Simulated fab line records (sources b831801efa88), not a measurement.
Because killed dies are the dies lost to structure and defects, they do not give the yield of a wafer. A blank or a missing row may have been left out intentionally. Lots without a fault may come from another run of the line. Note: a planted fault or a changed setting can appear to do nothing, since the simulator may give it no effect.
One fault through the eyes of 2 desks / flow gf180mcu / each desk holds nothing but its own numbers, with what lay behind them at the end

== AT THE TOOL OWNER'S DESK: pvd-sputter-04 ==
At GF_MIM_SPUTTER_09 (material TiN, target thk 35 nm, time 29.2 s) the tool's own readings: per lot run on this tool, the mean of the sampled wafers that have a number. If a lot's mean is further than 4 standard deviations from the usual mean, the lot is out of limits and carries the mark OUT (the distance appears in the brackets).
Columns: A = throttle-valve-pct at GF_MIM_SPUTTER_09, usual 30.5 %
lot=L266; first seen here=day 25 18:52; A=29.6
lot=L269; first seen here=day 26 20:10; A=31.0
lot=L270; first seen here=day 27 03:08; A=30.2
lot=L272; first seen here=day 27 18:43; A=31.3
lot=L274; first seen here=day 28 12:50; A=30.4
lot=L277; first seen here=day 29 10:32; A=30.4
lot=L280; first seen here=day 30 04:30; A=30.2
Finding of this desk: none of the 7 lots has anything out of limits.

== FROM THE METROLOGY DESK ==
What the gauges read, lot by lot, whatever tool the lot ran on: means of the sampled wafers that have a number. If a lot's mean is further than 4 standard deviations from the usual mean, the lot is out of limits and carries the mark OUT (the distance appears in the brackets).
Columns: A = M4_ALCU_THK at GF_M4_THK_MEAS_06, usual 441 nm
lot=L262; first seen here=day 22 07:23; A=442
lot=L263; first seen here=day 22 18:24; A=446
lot=L264; first seen here=day 23 03:25; A=441
lot=L265; first seen here=day 23 12:22; A=436
lot=L266; first seen here=day 23 20:02; A=439
lot=L268; first seen here=day 24 13:38; A=440
lot=L269; first seen here=day 25 00:13; A=442
lot=L270; first seen here=day 25 06:52; A=436
lot=L271; first seen here=day 25 17:52; A=441
lot=L272; first seen here=day 25 23:43; A=441
lot=L274; first seen here=day 26 16:42; A=436
lot=L277; first seen here=day 27 15:47; A=454
lot=L280; first seen here=day 28 11:19; A=443
Finding of this desk: none of the 13 lots has anything out of limits.

== ALL TOGETHER ==
The desk of the tool owner found nothing out of limits.
From the metrology desk's view, nothing was out of limits.

== WHAT THE SIMULATOR PUT IN ==
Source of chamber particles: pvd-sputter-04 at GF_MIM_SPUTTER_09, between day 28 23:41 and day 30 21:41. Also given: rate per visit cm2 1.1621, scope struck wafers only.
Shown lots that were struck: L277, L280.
